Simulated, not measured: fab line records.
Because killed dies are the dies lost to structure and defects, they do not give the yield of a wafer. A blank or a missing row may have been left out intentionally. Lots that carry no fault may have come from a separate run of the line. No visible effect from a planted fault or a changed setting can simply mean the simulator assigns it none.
Code-filled problem report in 8D (eight disciplines) form || flow gf180mcu || the parts of the form that need people (team, actions taken, sign-off) are left out

## 1. WHAT IS WRONG
Wafers without a fault read 1500.1, standard deviation 0.45; beam-energy-keV at GF_DNWELL_IMPLANT_07 reads a mean of 1744.8 on 6 wafers belonging to 2 lots. That is +99 or more standard deviations from the usual mean.
First observed at day 4 07:35: wafer L463.1, on implanter-02. The record holds 42 wafers of 14 lots with a number at this step. Rule for "out", or "out of limits": more than 4 standard deviations from the usual mean. The rest of the wafers with a number are treated as sound.

## 2. WHAT IT IS AND WHAT IT IS NOT
{"question": "which readings at this step", "is": "beam-energy-keV", "is not": "-"}
{"question": "which lots", "is": "L463, L464", "is not": "L456, L457, L458, L459, L461, L472, L473, L475, L476, L477, L478, L479"}
{"question": "which wafers of those lots", "is": "all that have a number", "is not": "-"}
{"question": "read on which tools", "is": "implanter-02", "is not": "implanter-01, implanter-04"}
{"question": "when", "is": "from day 4 07:35", "is not": "up to then (15 sound wafers); but 21 sound wafers of L472, L473, L475, L476, L477, L478, L479 came after"}

## 3. THE SUSPECTS, EACH WITH WHAT RULES IT OUT
Counting: a tool at any process step up to the reading remains a suspect when it ran all the lots that are out and ran no sound lot after the first of those.
- implanter-02 at GF_DNWELL_IMPLANT_07: ruled out as a lasting fault. The sound lots L478, L479 went through it after L463, its earliest lot that is out (day 4 07:35).
Left after counting: nothing in the record.

## 4. THE CAUSE (what the simulator had put in)
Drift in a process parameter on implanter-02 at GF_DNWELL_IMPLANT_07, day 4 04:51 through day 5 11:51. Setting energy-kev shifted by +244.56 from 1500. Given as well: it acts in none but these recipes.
Counting ruled it out, wrongly.

## 5. SEQUENCE OF EFFECTS, ordered by route
Each row: a reading whose mean over the struck wafers that have a number lies more than 3 standard deviations from the usual. Only readings for which the record gives a usual standard deviation are gone through. hours: the time from each lot's start at the first step in this table that gives one to its start at this step, as a median over the lots. sigmas: the change in usual standard deviations.
{"hours": 0, "step": "GF_DNWELL_IMPLANT_07", "reading": "beam-energy-keV", "usual": 1500.1, "on struck wafers": 1744.8, "change": "+244.7", "sigmas": "+99 or more"}
It contains these process steps:
- GF_DNWELL_IMPLANT_07
Later measuring or inspecting steps at which every struck wafer that the step has a row for has a number for every such reading, and none has moved that far: GF_V1_THK_MEAS_25, GF_M3_OVL_MEAS_15.

## 6. WHAT WOULD HAVE CAUGHT IT SOONER
The fault began at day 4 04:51; the first out-of-limits reading in this record came at day 4 07:35, 3 hours later.
